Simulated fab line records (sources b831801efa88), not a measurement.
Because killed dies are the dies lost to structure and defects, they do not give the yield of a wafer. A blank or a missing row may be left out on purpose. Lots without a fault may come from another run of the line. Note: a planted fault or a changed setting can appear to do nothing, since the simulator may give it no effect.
Which of the tools did it? ; flow sky130 ; 18 wafers from 6 lots sampled at 3 of the route's 708 steps

## WHAT THE GAUGES SHOWED, per wafer
SKY_VIA4_THK_MEAS_20: measures by xrf.
lot;measured;on;VIA4_W_THK (nm)
L907;day 42 11:07;film-metro-01;478 473 478
L909;day 43 14:14;film-metro-01;475 471 472
L911;day 44 02:13;film-metro-04;483 475 480
L914;day 44 21:34;film-metro-02;476 482 478
L916;day 45 09:20;film-metro-02;486 483 483
L928;day 48 19:20;film-metro-01;480 479 477

## WHICH TOOL RAN EACH LOT (tool, then ch and the chambers of the sampled wafers, then the start)
lot;SKY_METAL2_SPUTTER_03;SKY_VIA4_CVD_18
L907;pvd-sputter-03, day 33 16:56;cvd-w-01 ch 0,1, day 42 10:50
L909;pvd-sputter-01, day 34 21:59;cvd-w-02 ch 1, day 43 13:57
L911;pvd-sputter-02, day 35 08:55;cvd-w-01 ch 0,1, day 44 01:56
L914;pvd-sputter-03, day 36 10:41;cvd-w-01 ch 0,1, day 44 21:17
L916;pvd-sputter-01, day 37 04:14;cvd-w-02 ch 0,1, day 45 09:04
L928;pvd-sputter-01, day 41 05:27;cvd-w-02 ch 0,1, day 48 19:03
- SKY_METAL2_SPUTTER_03: material Ti, target thk 5 nm, time 3.3 s.
- SKY_VIA4_CVD_18: deposits W, target thk 505 nm, time 152.14 s.

## THE ANSWER, worked out from the rows above alone
Rule: usual is defined by the lots themselves. Put in order of their means at a reading, lots are off if they are a third of the lots or fewer, leave a main group of 4 or more, and stand apart from it by a gap of 3 or more times the standard deviation of the main group's means; of several such gaps the widest counts. A main group whose means are all the same, to the digits that the tables above print for the reading, isn't used. A lot without any number at a reading at which 4 lots or more have one is off too. The other lots that the step has rows for count as sound.
No lot is off at any reading shown: from this, nothing can be told.

## WHAT THE SIMULATOR PUT IN
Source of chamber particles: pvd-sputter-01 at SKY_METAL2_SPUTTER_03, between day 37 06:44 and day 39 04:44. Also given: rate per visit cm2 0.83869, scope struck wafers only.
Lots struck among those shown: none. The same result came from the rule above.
